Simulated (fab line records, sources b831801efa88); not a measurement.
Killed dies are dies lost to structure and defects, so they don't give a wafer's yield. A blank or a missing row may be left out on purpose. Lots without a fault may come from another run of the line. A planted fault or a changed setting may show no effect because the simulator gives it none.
Which tool did it? | flow sfq_line | 15 lots, 45 wafers sampled, at 5 steps of a route of 325

WHAT THE GAUGES READ, wafer by wafer
SFQ_M3_RS_MEAS_919: measures by four-point-probe. Usual: M3_NB_RS 0.889 ohm/sq, standard deviation 0.01.
lot  | measured     | on            | M3_NB_RS (ohm/sq) | flag
L520 | day 44 07:09 | film_metro-03 | 0.882 0.880 0.883 |
L522 | day 45 15:59 | film_metro-01 | 0.955 0.946 0.945 | OFF
L523 | day 45 21:58 | film_metro-03 | 0.937 0.943 0.936 | OFF
L524 | day 46 05:11 | film_metro-03 | 0.948 0.951 0.948 | OFF
L532 | day 50 13:07 | film_metro-01 | 0.893 0.891 0.893 |
L533 | day 50 17:55 | film_metro-01 | 0.871 0.880 0.870 |
L534 | day 51 01:18 | film_metro-04 | 0.895 0.895 0.905 |
L535 | day 51 04:44 | film_metro-03 | 0.867 0.871 0.873 |
L536 | day 51 11:55 | film_metro-01 | 0.886 0.891 0.878 |
L537 | day 51 13:19 | film_metro-01 | 0.898 0.911 0.904 |
L538 | day 52 05:57 | film_metro-01 | 0.895 0.893 0.901 |
L539 | day 52 08:21 | film_metro-04 | 0.879 0.878 0.871 |
L541 | day 52 21:40 | film_metro-03 | 0.899 0.899 0.891 |
L542 | day 53 18:02 | film_metro-03 | 0.906 0.900 0.891 |
L543 | day 54 03:38 | film_metro-04 | 0.874 0.878 0.882 |

SFQ_R5_THK_MEAS_934: measures by xrf. Usual: R5_MONX_THK 39.6 nm, standard deviation 0.55.
lot  | measured     | on            | R5_MONX_THK (nm) | flag
L520 | day 63 04:39 | film_metro-01 | 40.4 40.2 40.4   |
L522 | day 64 09:14 | film_metro-01 | 39.2 39.5 39.0   |
L523 | day 64 15:14 | film_metro-01 | 39.9 40.1 39.7   |
L524 | day 64 21:14 | film_metro-01 | 40.3 39.8 40.0   |
L532 | day 70 08:46 | film_metro-01 | 39.6 39.4 39.4   |
L533 | day 70 14:46 | film_metro-02 | 40.4 39.6 39.9   |
L534 | day 71 00:22 | film_metro-01 | 39.7 38.5 39.2   |
L535 | day 71 04:50 | film_metro-02 | 40.0 39.8 39.5   |
L536 | day 71 09:37 | film_metro-02 | 40.0 38.5 39.3   |
L537 | day 71 13:16 | film_metro-04 | 38.8 38.4 38.3   |
L538 | day 71 18:02 | film_metro-01 | 40.1 39.9 39.9   |
L539 | day 71 19:17 | film_metro-01 | 40.2 40.1 40.2   |
L541 | day 72 06:09 | film_metro-02 | 39.5 40.4 40.5   |
L542 | day 72 09:08 | film_metro-01 | 39.2 38.8 39.0   |
L543 | day 73 12:47 | film_metro-04 | 39.9 39.8 39.5   |

WHICH TOOL RAN EACH LOT (tool, then ch and the chambers of the sampled wafers, then the start)
lot  | SFQ_TRILAYER_M3_DEP_SPUTTER_073 | SFQ_TRILAYER_M3_ETCH_METAL_ETCH_078 | SFQ_TRILAYER_M5_STRIP_STRIP_127
L520 | pvd_sputter-05, day 44 07:04    | rie_metal-03 ch 0, day 44 09:44     | rie_metal-04 ch 0,1, day 62 20:35
L522 | pvd_sputter-05, day 45 15:53    | rie_metal-02 ch 0,1, day 45 18:29   | rie_metal-02 ch 1, day 64 00:34
L523 | pvd_sputter-05, day 45 21:52    | rie_metal-03 ch 0,1, day 46 01:05   | rie_metal-01 ch 0, day 64 08:13
L524 | pvd_sputter-05, day 46 05:05    | rie_metal-02 ch 0,1, day 46 07:41   | rie_metal-01 ch 0, day 64 14:13
L532 | pvd_sputter-06, day 50 13:01    | rie_metal-03 ch 0,1, day 50 15:38   | rie_metal-02 ch 0,1, day 70 03:29
L533 | pvd_sputter-04, day 50 17:49    | rie_metal-03 ch 0,1, day 50 20:41   | rie_metal-01 ch 0,1, day 70 09:29
L534 | pvd_sputter-05, day 51 01:12    | rie_metal-02 ch 0,1, day 51 03:54   | rie_metal-02 ch 0,1, day 70 19:05
L535 | pvd_sputter-04, day 51 04:37    | rie_metal-04 ch 0,1, day 51 08:39   | rie_metal-01 ch 0,1, day 70 23:32
L536 | pvd_sputter-05, day 51 11:49    | rie_metal-03 ch 1, day 51 15:55     | rie_metal-04 ch 0,1, day 71 04:20
L537 | pvd_sputter-06, day 51 13:13    | rie_metal-04 ch 0, day 51 19:27     | rie_metal-04 ch 0,1, day 71 07:56
L538 | pvd_sputter-05, day 52 05:49    | rie_metal-04 ch 0,1, day 52 08:29   | rie_metal-01 ch 0,1, day 71 12:56
L539 | pvd_sputter-04, day 52 08:13    | rie_metal-03 ch 0,1, day 52 10:53   | rie_metal-04 ch 0,1, day 71 14:08
L541 | pvd_sputter-06, day 52 21:33    | rie_metal-04 ch 0,1, day 53 00:53   | rie_metal-02 ch 0,1, day 72 00:52
L542 | pvd_sputter-06, day 53 17:57    | rie_metal-02 ch 0,1, day 53 20:34   | rie_metal-02 ch 0,1, day 72 03:16
L543 | pvd_sputter-04, day 54 03:33    | rie_metal-02 ch 0,1, day 59 17:10   | rie_metal-02 ch 0,1, day 73 07:30
- SFQ_TRILAYER_M3_DEP_SPUTTER_073: material Nb, target thk 200 nm, time 133.3 s.
- SFQ_TRILAYER_M3_ETCH_METAL_ETCH_078: etches Nb in Cl2/Ar, stops on SiO2, target depth 240 nm, time 120 s.
- SFQ_TRILAYER_M5_STRIP_STRIP_127: strips in O2.

WHAT THE TOOLS THEMSELVES READ (means of the sampled wafers that have a number; where no wafer has one, the mark that the record gives instead)
SFQ_TRILAYER_M3_DEP_SPUTTER_073. Usual: cathode_dc_power_W 2000.0 W, standard deviation 0.37; throttle_valve_pct 30.0 %, standard deviation 1.2.
lot  | tool           | cathode_dc_power_W (W) | throttle_valve_pct (%) | flag
L520 | pvd_sputter-05 | 2000.1                 | 29.8                   |
L522 | pvd_sputter-05 | 1875.9                 | 29.2                   | OFF
L523 | pvd_sputter-05 | 1875.8                 | 29.8                   | OFF
L524 | pvd_sputter-05 | 1875.6                 | 30.6                   | OFF
L532 | pvd_sputter-06 | 1999.6                 | 29.6                   |
L533 | pvd_sputter-04 | 2000.0                 | 29.4                   |
L534 | pvd_sputter-05 | 2000.0                 | 29.5                   |
L535 | pvd_sputter-04 | 2000.0                 | 28.8                   |
L536 | pvd_sputter-05 | 1999.9                 | 30.1                   |
L537 | pvd_sputter-06 | 2000.2                 | 31.9                   |
L538 | pvd_sputter-05 | 2000.0                 | 29.0                   |
L539 | pvd_sputter-04 | 2000.3                 | 29.4                   |
L541 | pvd_sputter-06 | 1999.8                 | 30.7                   |
L542 | pvd_sputter-06 | 1999.9                 | 30.6                   |
L543 | pvd_sputter-04 | 2000.1                 | 29.5                   |

SFQ_TRILAYER_M3_ETCH_METAL_ETCH_078. Usual: drypump_motor_current_A 5.9 A, standard deviation 0.45; oes_product_au 0.895 a.u., standard deviation 0.007.
lot  | tool         | drypump_motor_current_A (A) | oes_product_au (a.u.) | flag
L520 | rie_metal-03 | 6.0                         | 0.900                 |
L522 | rie_metal-02 | 6.1                         | 0.862                 | OFF
L523 | rie_metal-03 | 5.8                         | 0.867                 | OFF
L524 | rie_metal-02 | 6.1                         | 0.864                 | OFF
L532 | rie_metal-03 | 5.5                         | 0.890                 |
L533 | rie_metal-03 | 5.5                         | 0.898                 |
L534 | rie_metal-02 | 5.8                         | 0.892                 |
L535 | rie_metal-04 | 6.3                         | 0.902                 |
L536 | rie_metal-03 | 5.2                         | 0.892                 |
L537 | rie_metal-04 | 6.7                         | 0.887                 |
L538 | rie_metal-04 | 6.3                         | 0.894                 |
L539 | rie_metal-03 | 5.7                         | 0.900                 |
L541 | rie_metal-04 | 6.3                         | 0.889                 |
L542 | rie_metal-02 | 5.8                         | 0.887                 |
L543 | rie_metal-02 | 6.1                         | 0.901                 |

SFQ_TRILAYER_M5_STRIP_STRIP_127. Usual: drypump_motor_current_A 6.0 A, standard deviation 0.38; oes_product_au 1.008 a.u., standard deviation 0.0091.
lot  | tool         | drypump_motor_current_A (A) | oes_product_au (a.u.) | flag
L520 | rie_metal-04 | 6.3                         | 1.008                 |
L522 | rie_metal-02 | 6.3                         | 1.013                 |
L523 | rie_metal-01 | 5.8                         | 0.999                 |
L524 | rie_metal-01 | 5.8                         | 1.001                 |
L532 | rie_metal-02 | 6.1                         | 1.018                 |
L533 | rie_metal-01 | 5.6                         | 1.001                 |
L534 | rie_metal-02 | 5.9                         | 1.013                 |
L535 | rie_metal-01 | 5.7                         | 1.007                 |
L536 | rie_metal-04 | 6.3                         | 1.013                 |
L537 | rie_metal-04 | 6.3                         | 1.009                 |
L538 | rie_metal-01 | 5.6                         | 0.991                 |
L539 | rie_metal-04 | 6.3                         | 1.010                 |
L541 | rie_metal-02 | 6.1                         | 1.006                 |
L542 | rie_metal-02 | 6.1                         | 1.005                 |
L543 | rie_metal-02 | 5.8                         | 1.008                 |

THE ANSWER, worked out from the rows above alone
Rule: a lot is off if the mean of its wafers that have a number lies more than 3 standard deviations from the usual mean. A lot without any number at a reading at which 4 lots or more have one is off too. The other lots that the step has rows for count as sound. The gauges are gone through in route order, then the tools' own readings, and for those a lot's mean is taken as printed above. The first step at which some lot is off is used, and at that step the reading that is off furthest; a lot without a number counts as furthest.
Off: L522, L523, L524, at SFQ_M3_RS_MEAS_919 (M3_NB_RS).
A tool fits if, at a process step before that reading, it ran every lot that is off, and no sound lot after the first of them. The gauges at SFQ_M3_RS_MEAS_919 aren't tried: what is off there is off at SFQ_TRILAYER_M3_DEP_SPUTTER_073 too, on other tools, and a gauge's error can't cause that. None of those tried fits.

WHAT THE SIMULATOR HAD PUT IN
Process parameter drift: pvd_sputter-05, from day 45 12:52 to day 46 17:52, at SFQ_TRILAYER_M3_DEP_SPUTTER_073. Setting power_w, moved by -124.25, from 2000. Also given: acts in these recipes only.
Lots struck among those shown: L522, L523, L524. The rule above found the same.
